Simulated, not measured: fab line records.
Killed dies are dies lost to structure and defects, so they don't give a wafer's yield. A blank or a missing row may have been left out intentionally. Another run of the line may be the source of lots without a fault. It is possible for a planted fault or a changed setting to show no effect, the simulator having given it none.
Problem report, 8D (eight disciplines) form, completed by code ; flow sky130 ; the parts of the form that need people (team, actions taken, sign-off) are left out

1. THE ISSUE
At SKY_VT_ADJUST_HVTP_SOFTBAKE_03, runLengthS averages 97.07 s over 2 wafers from 2 lots, while fault-free wafers read 89.24 s, standard deviation 0.12. Relative to the usual mean, that is a shift of +65 standard deviations.
The step: time 60 s.
The first sign was on wafer L149.2 at day 9 03:57, on lithoTrack-01. The record holds 40 wafers of 14 lots with a number at this step. By rule, "out" or "out of limits" means more than 4 standard deviations away from the usual mean. The rest of the wafers with a number are treated as sound.

2. WHAT IT IS, WHAT IT ISN'T
question;is;is not
which readings at this step;runLengthS;-
which lots;L149, L151;L137, L138, L139, L140, L141, L142, L145, L155, L156, L157, L158, L160
which wafers of those lots;L149.2, L151.2;L149.1, L151.6
read on which tools;lithoTrack-01;lithoTrack-03, lithoTrack-04
when;from day 9 03:57;"up to then (22 sound wafers); but 16 sound wafers of L151, L155, L156, L157, L158, L160 came after"

3. SUSPECTS, AND WHAT RULES EACH OUT
Counting: any tool at a process step up to the reading remains a suspect provided it ran every lot that is out. Sound lots after the first of them don't rule it out here, since some wafers of a struck lot are sound.
- lithoTrack-01 at SKY_VT_ADJUST_HVTP_SOFTBAKE_03 (time 60 s): kept. It ran every lot that is out, first L149 (day 9 03:57). Out on those wafers are its own readings of runLengthS.
After counting, what remains is lithoTrack-01 at SKY_VT_ADJUST_HVTP_SOFTBAKE_03.

4. THE CAUSE (what the simulator had put in)
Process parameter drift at SKY_VT_ADJUST_HVTP_SOFTBAKE_03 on lithoTrack-01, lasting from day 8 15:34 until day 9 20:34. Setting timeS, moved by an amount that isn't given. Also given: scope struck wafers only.
Counting left only this tool.

5. THE CHAIN OF EFFECTS, in route order
Each row: a reading where the mean over the struck wafers with a number is more than 3 standard deviations away from the usual. Only readings for which the record gives a usual standard deviation are gone through. hours: the time from each lot's start at the first step in this table that gives one to its start at this step, as a median over the lots. sigmas: the change in usual standard deviations.
hours;step;reading;usual;on struck wafers;change;sigmas
0;SKY_VT_ADJUST_HVTP_SOFTBAKE_03;runLengthS;89.24 s;97.07;+7.83;+65
Here are the process steps it includes:
- SKY_VT_ADJUST_HVTP_SOFTBAKE_03: time 60 s.
Later steps that measure or inspect, where all struck wafers having a row at the step show a number for every such reading and not one has moved that far: SKY_VT_ADJUST_HVTR_OVL_MEAS_08.

6. HOW IT WOULD HAVE BEEN CAUGHT EARLIER
In this record no reading fell out of limits until day 9 03:57, 12 hours after the fault had begun at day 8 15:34.
